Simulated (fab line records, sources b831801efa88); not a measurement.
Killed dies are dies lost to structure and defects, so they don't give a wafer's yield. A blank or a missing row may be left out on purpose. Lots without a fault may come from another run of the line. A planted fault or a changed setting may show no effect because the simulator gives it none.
fab line records | flow sfq_line
record lots=6 wafers=18 last_day=80
route steps=325 shown INCOMING@1 L0@3
lots that met no fault: from a run of the same line without faults
start_h: hours from the record's first day to the start of the lot's first wafer shown | wait_h: hours since the lot's step before | " the same as in the row above | L1.1+2: a row that stands for several wafers | - no value, or no start given | * or withheld: withheld | < > ~ a bound
route shown NAME@n: a module of which the file shows steps, and the number in the route of the first | usual: mean/standard deviation of fault-free wafers | same: alike in all rows | chamber/n: place in a boat | sites: the reading at each site | _std_site: their standard deviation | _edge_site: outer sites' mean less inner sites' | radius_mm: how far each site lies from the wafer's centre | mask NAME#n: copy n | behind: the tool/chamber that last shaped the wafer | hold: why the lot was held/for how many hours/how that ended | device: the transistor (n, p or np) that didn't switch | end of line: the same wafers' tests at the end of the route | a step without rows: its recipe alone | killed: dies lost to structure and defects at the first sort, not the wafer's yield | map: a wafer's dies, x killed, . not, _ none there
set.NAME: the setting as run; set.NAME@STEP: as run at that earlier step | model.NAME: the simulator's own value behind a step, which no gauge read
lots at some steps of the route; a table a step, a row a wafer
services: from which hour (start_h, from the record's first day; less than 0 if before it) a tool's chamber was out of use, for how many hours, and why
## steps
# step SFQ_INCOMING_BOW_MEAS_900
# recipe mode=bow
# usual INCOMING_BOW=0/6.6
# columns lot.wafer tool chamber start_h wait_h INCOMING_BOW[um]
L995.3 film_metro-04 - 40.04 - 8
L995.5 " - " " -11
L995.6 " - " " -3
L997.1 film_metro-02 - 50.00 - 9
L997.2 " - " " -7
L997.6 " - " " -7
L101.2 film_metro-02 - 70.02 - -1
L101.5 " - " " -4
L101.6 " - " " -5
L102.2 film_metro-01 - 75.02 - 7
L102.3 " - " " 13
L102.6 " - " " 1
L107.2 film_metro-04 - 100.02 - -16
L107.3 " - " " 0
L107.5 " - " " 4
L111.1 film_metro-04 - 120.00 - -11
L111.3 " - " " 4
L111.5 " - " " -3
# step SFQ_TRILAYER_INCOMING_OXIDATION_002
# recipe temp_c=1000 ambient=H2O target_thk_a=5000 p_h2o_torr=720 ox_time_s=4939
# step SFQ_TRILAYER_L0_DEP_SPUTTER_003
# recipe material=MoNx_KI base_pressure_pa=1.33e-06 target_thk_nm=40 power_w=800 time_s=100 chamber_pressure_pa=0.4
# usual chamber_pressure_pa=0.3999/0.00074 throttle_valve_pct=30.4/1.1
# columns lot.wafer tool chamber start_h wait_h chamber_pressure_pa throttle_valve_pct
L995.3 pvd_sputter-06 - 42.49 0.0 0.3993 30.9
L995.5 " - " " 0.4002 29.1
L995.6 " - " " 0.4005 28.1
L997.1 pvd_sputter-05 - 52.49 0.0 0.3998 31.9
L997.2 " - " " 0.4008 30.0
L997.6 " - " " 0.3998 30.5
L101.2 pvd_sputter-05 - 72.49 0.0 0.4573 29.1
L101.5 " - " " 0.4587 29.7
L101.6 " - " " 0.4580 28.6
L102.2 pvd_sputter-06 - 77.49 0.0 0.3997 28.1
L102.3 " - " " 0.4007 28.4
L102.6 " - " " 0.3994 28.3
L107.2 pvd_sputter-05 - 102.49 0.0 0.4564 28.3
L107.3 " - " " 0.4571 29.5
L107.5 " - " " 0.4554 28.0
L111.1 pvd_sputter-04 - 122.49 0.0 0.4005 30.8
L111.3 " - " " 0.3996 31.0
L111.5 " - " " 0.3994 31.5
# step SFQ_L0_RS_MEAS_901
# recipe thk_meas_gauge=four-point-probe reads=MoNx_KI_of_TRILAYER_L0_DEP_SPUTTER_003
# usual L0_MONX_KI_RS=43.7/0.6
# columns lot.wafer tool chamber start_h wait_h L0_MONX_KI_RS[ohm/sq]
L995.3 film_metro-03 - 42.60 0.1 42.9
L995.5 " - " " 44.1
L995.6 " - " " 44.1
L997.1 film_metro-03 - 52.56 0.0 43.1
L997.2 " - " " 44.3
L997.6 " - " " 43.9
L101.2 film_metro-04 - 72.58 0.1 43.3
L101.5 " - " " 43.3
L101.6 " - " " 44.2
L102.2 film_metro-04 - 77.58 0.1 43.8
L102.3 " - " " 44.0
L102.6 " - " " 43.7
L107.2 film_metro-03 - 102.58 0.1 44.7
L107.3 " - " " 44.1
L107.5 " - " " 45.0
L111.1 film_metro-02 - 122.56 0.0 42.8
L111.3 " - " " 42.7
L111.5 " - " " 43.2
## services
# columns tool chamber start_h hours kind
pvd_sputter-05 - 89.18 1.8 repair
pvd_sputter-06 - 102.04 9.1 repair
## key
first_sign step=SFQ_TRILAYER_L0_DEP_SPUTTER_003 reading=chamber_pressure_pa direction=up sigmas=77 usual=0.3999 struck=0.4572
effect none on later readings
met_at SFQ_TRILAYER_L0_DEP_SPUTTER_003
struck_wafers L101.2,L101.5,L101.6,L107.2,L107.3,L107.5
onset_between 52.49 72.49
fault kind=process_parameter_drift tool=pvd_sputter-05 chamber=- onset_h=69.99 steps=SFQ_TRILAYER_L0_DEP_SPUTTER_003 channel=chamber_pressure_pa offset=0.057344 shape=step end_h=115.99 acts_in=these_recipes_only stated=0.4
